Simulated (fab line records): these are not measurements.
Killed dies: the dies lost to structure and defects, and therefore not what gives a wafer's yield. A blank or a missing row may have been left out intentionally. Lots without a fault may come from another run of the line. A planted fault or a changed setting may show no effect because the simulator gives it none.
The tool behind it: which one? ; flow sfq_line ; Sampling: 14 lots, 42 wafers, 4 of 325 route steps

## WHAT THE GAUGES READ, wafer by wafer
SFQ_I2_BOW_MEAS_917. Usual: for I2_BOW the level is 2 um and the standard deviation is 9.2.
lot;measured;on;I2_BOW (um);flag
L102;day 23 15:25;film_metro-03;-19 -22 -23;
L105;day 30 03:41;film_metro-02;4 -5 5;
L106;day 30 11:46;film_metro-01;-1 -5 -3;
L107;day 30 20:33;film_metro-03;25 13 24;
L108;day 30 23:32;film_metro-02;-7 1 4;
L109;day 31 03:05;film_metro-01;7 0 3;
L115;day 31 23:29;film_metro-01;2 18 12;
L116;day 32 01:17;film_metro-02;-4 -2 8;
L117;day 32 04:28;film_metro-01;-10 -15 -10;
L118;day 32 06:14;film_metro-02;15 4 16;
L121;day 32 14:26;film_metro-02;17 7 14;
L122;day 32 15:11;film_metro-03;-3 -3 3;
L123;day 32 18:10;film_metro-02;6 -7 2;
L125;day 32 21:11;film_metro-01;-4 -9 -10;

## TOOL THAT RAN EACH LOT (tool first, then ch and the chambers of the sampled wafers, then the start)
lot;SFQ_TRILAYER_M0_BARC_OPEN_METAL_ETCH_031;SFQ_TRILAYER_I0_DEP_PECVD_027;SFQ_TRILAYER_M2_BARC_OPEN_METAL_ETCH_077
L102;rie_metal-03 ch 0,1, day 8 16:34;pecvd-04 ch 1,2, day 8 17:31;rie_metal-03 ch 1, day 23 09:59
L105;rie_metal-01 ch 0,1, day 12 13:28;pecvd-02 ch 1,2, day 12 14:25;rie_metal-01 ch 0,1, day 29 21:52
L106;rie_metal-03 ch 0,1, day 13 05:04;pecvd-01 ch 1,2, day 13 06:01;rie_metal-03 ch 0,1, day 30 07:28
L107;rie_metal-01 ch 0,1, day 13 06:17;pecvd-04 ch 0,1,2, day 13 07:16;rie_metal-04 ch 0,1, day 30 14:41
L108;rie_metal-03 ch 0,1, day 13 07:29;pecvd-02 ch 1,2, day 13 08:25;rie_metal-01 ch 0,1, day 30 18:17
L109;rie_metal-04 ch 0,1, day 13 08:40;pecvd-01 ch 1,2, day 13 09:37;rie_metal-04 ch 0,1, day 30 21:52
L115;rie_metal-01 ch 0,1, day 13 17:04;pecvd-02 ch 1,2, day 13 18:02;rie_metal-04 ch 0,1, day 31 18:06
L116;rie_metal-03 ch 0, day 13 18:20;pecvd-01 ch 0,2, day 13 20:05;rie_metal-03 ch 0,1, day 31 19:18
L117;rie_metal-01 ch 0,1, day 13 19:29;pecvd-04 ch 1,2, day 13 20:25;rie_metal-01 ch 0,1, day 32 00:24
L118;rie_metal-03 ch 0,1, day 13 20:40;pecvd-02 ch 0,1, day 13 21:37;rie_metal-04 ch 0,1, day 32 01:35
L121;rie_metal-04 ch 0,1, day 14 00:16;pecvd-02 ch 1,2, day 14 01:13;rie_metal-04 ch 0,1, day 32 05:11
L122;rie_metal-04 ch 0,1, day 14 01:28;pecvd-01 ch 1,2, day 14 02:25;rie_metal-03 ch 1, day 32 06:23
L123;rie_metal-01 ch 0,1, day 14 06:01;pecvd-02 ch 0,1,2, day 14 06:59;rie_metal-04 ch 0,1, day 32 08:47
L125;rie_metal-01 ch 0,1, day 14 20:25;pecvd-04 ch 0,1, day 14 21:23;rie_metal-01 ch 0,1, day 32 11:11
- SFQ_TRILAYER_M0_BARC_OPEN_METAL_ETCH_031: etches BARC in O2, target depth 125 nm, time 41.7 s.
- SFQ_TRILAYER_I0_DEP_PECVD_027: deposits SiO2 from SiH4/N2O, time 111.11 s, target thk 500 nm.
- SFQ_TRILAYER_M2_BARC_OPEN_METAL_ETCH_077: etches BARC in O2, target depth 125 nm, time 41.7 s.

## WHAT THE TOOLS THEMSELVES READ (means of the sampled wafers that have a number; where no wafer has one, the mark that the record gives instead)
SFQ_TRILAYER_M0_BARC_OPEN_METAL_ETCH_031. Usual: drypump_motor_current_A 5.9 A, standard deviation 0.31; oes_product_au 0.685 a.u., standard deviation 0.0043; run_length_s 70.1 s, standard deviation 0.3.
lot;tool;drypump_motor_current_A (A);oes_product_au (a.u.);run_length_s (s);flag
L102;rie_metal-03;5.8;0.681;69.9;
L105;rie_metal-01;5.8;0.688;69.9;
L106;rie_metal-03;6.0;0.679;70.0;
L107;rie_metal-01;5.7;0.686;70.0;
L108;rie_metal-03;6.1;0.690;69.9;
L109;rie_metal-04;5.9;0.676;70.3;
L115;rie_metal-01;5.7;0.682;70.1;
L116;rie_metal-03;5.5;0.649;76.1;OFF
L117;rie_metal-01;5.8;0.687;70.2;
L118;rie_metal-03;5.8;0.652;76.0;OFF
L121;rie_metal-04;5.9;0.684;70.4;
L122;rie_metal-04;6.1;0.690;70.3;
L123;rie_metal-01;5.8;0.683;69.7;
L125;rie_metal-01;5.8;0.689;70.0;

SFQ_TRILAYER_I0_DEP_PECVD_027. Usual: heater_power_w 80 W, standard deviation 9.2; throttle_valve_pct 24.3 %, standard deviation 1.4.
lot;tool;heater_power_w (W);throttle_valve_pct (%);flag
L102;pecvd-04;79;23.2;
L105;pecvd-02;73;26.0;
L106;pecvd-01;85;22.8;
L107;pecvd-04;80;23.4;
L108;pecvd-02;80;26.1;
L109;pecvd-01;84;23.0;
L115;pecvd-02;76;25.9;
L116;pecvd-01;78;23.2;
L117;pecvd-04;77;23.5;
L118;pecvd-02;82;26.4;
L121;pecvd-02;69;25.3;
L122;pecvd-01;82;23.2;
L123;pecvd-02;78;25.8;
L125;pecvd-04;85;23.3;

SFQ_TRILAYER_M2_BARC_OPEN_METAL_ETCH_077. Usual: drypump_motor_current_A 5.92 A, standard deviation 0.3; oes_product_au 0.684 a.u., standard deviation 0.0046; run_length_s 70.05 s, standard deviation 0.29.
lot;tool;drypump_motor_current_A (A);oes_product_au (a.u.);run_length_s (s);flag
L102;rie_metal-03;6.34;0.682;69.96;
L105;rie_metal-01;5.78;0.684;70.20;
L106;rie_metal-03;5.79;0.686;69.97;
L107;rie_metal-04;6.12;0.686;70.28;
L108;rie_metal-01;5.75;0.683;69.75;
L109;rie_metal-04;5.92;0.682;70.23;
L115;rie_metal-04;5.90;0.686;70.16;
L116;rie_metal-03;5.80;0.682;70.18;
L117;rie_metal-01;5.75;0.685;70.20;
L118;rie_metal-04;6.12;0.681;70.52;
L121;rie_metal-04;6.11;0.688;70.37;
L122;rie_metal-03;6.29;0.686;69.77;
L123;rie_metal-04;6.12;0.690;70.13;
L125;rie_metal-01;5.74;0.685;69.78;

## THE ANSWER, worked out from the rows above alone
Rule: lot off if the mean of its wafers having a number is beyond 3 standard deviations from the usual mean. Also off: a lot with no number at a reading for which 4 or more lots have one. Any other lot the step has rows for is counted as sound. Order of review: gauges by route order, followed by the tools' own readings, for which a lot's mean as printed above is used. At the first step where some lot is off, the reading lying furthest off is the one used; lots without a number count as furthest.
Off at SFQ_TRILAYER_M0_BARC_OPEN_METAL_ETCH_031 (run_length_s): L116, L118.
If a tool, at that step or one of the process steps before it, ran each lot that is off and ran no sound lot following the first of them, it fits. One fits: SFQ_TRILAYER_M0_BARC_OPEN_METAL_ETCH_031 on rie_metal-03. Its last sound lot is L108 (day 13 07:29), its first lot that is off L116 (day 13 18:20): a fault that began between those two fits.
The tool's own readings at SFQ_TRILAYER_M0_BARC_OPEN_METAL_ETCH_031 bear it out: on the lots that are off they differ by more than 5 times the standard deviation of the sound lots' means. oes_product_au reads 0.651 a.u. there against 0.685 a.u. on the sound lots; run_length_s reads 76.0 s there against 70.1 s on the sound lots.

## WHAT THE SIMULATOR HAD PUT IN
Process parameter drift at SFQ_TRILAYER_M0_BARC_OPEN_METAL_ETCH_031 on rie_metal-03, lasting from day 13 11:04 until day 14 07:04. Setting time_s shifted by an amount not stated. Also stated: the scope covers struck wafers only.
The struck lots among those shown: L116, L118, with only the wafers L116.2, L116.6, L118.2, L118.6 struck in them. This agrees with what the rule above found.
